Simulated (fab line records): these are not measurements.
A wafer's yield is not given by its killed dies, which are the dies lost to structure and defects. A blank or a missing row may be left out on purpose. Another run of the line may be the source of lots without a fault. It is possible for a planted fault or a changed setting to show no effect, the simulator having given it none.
Matching of chambers    flow sky130    rie_diel-02 running SKY_CONTACT_ETCH_18: 4 sister chambers
The step etches Si3N4 in CHF3/O2, stops on TiN, time 39 s, target depth 75 nm. 4 wafers are shown with their chamber, then 7 later ones without.

## WAFERS, EACH WITH ITS CHAMBER
wafer   chamber  drypump_motor_current_A (A)
L192.3  1        5.6
L193.6  2        5.3
L198.1  3        5.7
L198.2  0        6.3

## WAFERS MISSING THEIR CHAMBER
wafer   drypump_motor_current_A (A)
L198.4  5.3
L200.2  6.3
L200.3  5.5
L200.5  6.3
L199.1  5.6
L199.2  5.2
L199.6  6.3

## WHICH CHAMBER EACH WENT THROUGH
wafer   from the rows above           in truth
L198.4  2                             2
L200.2  0                             0
L200.3  can't be placed: 1 or 2 or 3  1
L200.5  0                             0
L199.1  can't be placed: 1 or 3       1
L199.2  2                             2
L199.6  0                             0
Placed correctly: 5 of 7. Unplaceable from these rows: 2, with the true chamber sitting among the candidates in 2. Number placed wrongly: 0.
How it was worked out, from the rows above alone: a wafer's distance from a chamber is the root of the sum, over the readings, of the square of ((its reading less the chamber's mean) divided by the reading's scatter). The wafer belongs to the nearest chamber; if the next one is less than 2 further off, it can't be placed. The mean given for a chamber averages the wafers shown for that chamber. The scatter: root of mean squared gap, hidden wafer to nearest shown wafer, with one shown wafer a chamber.
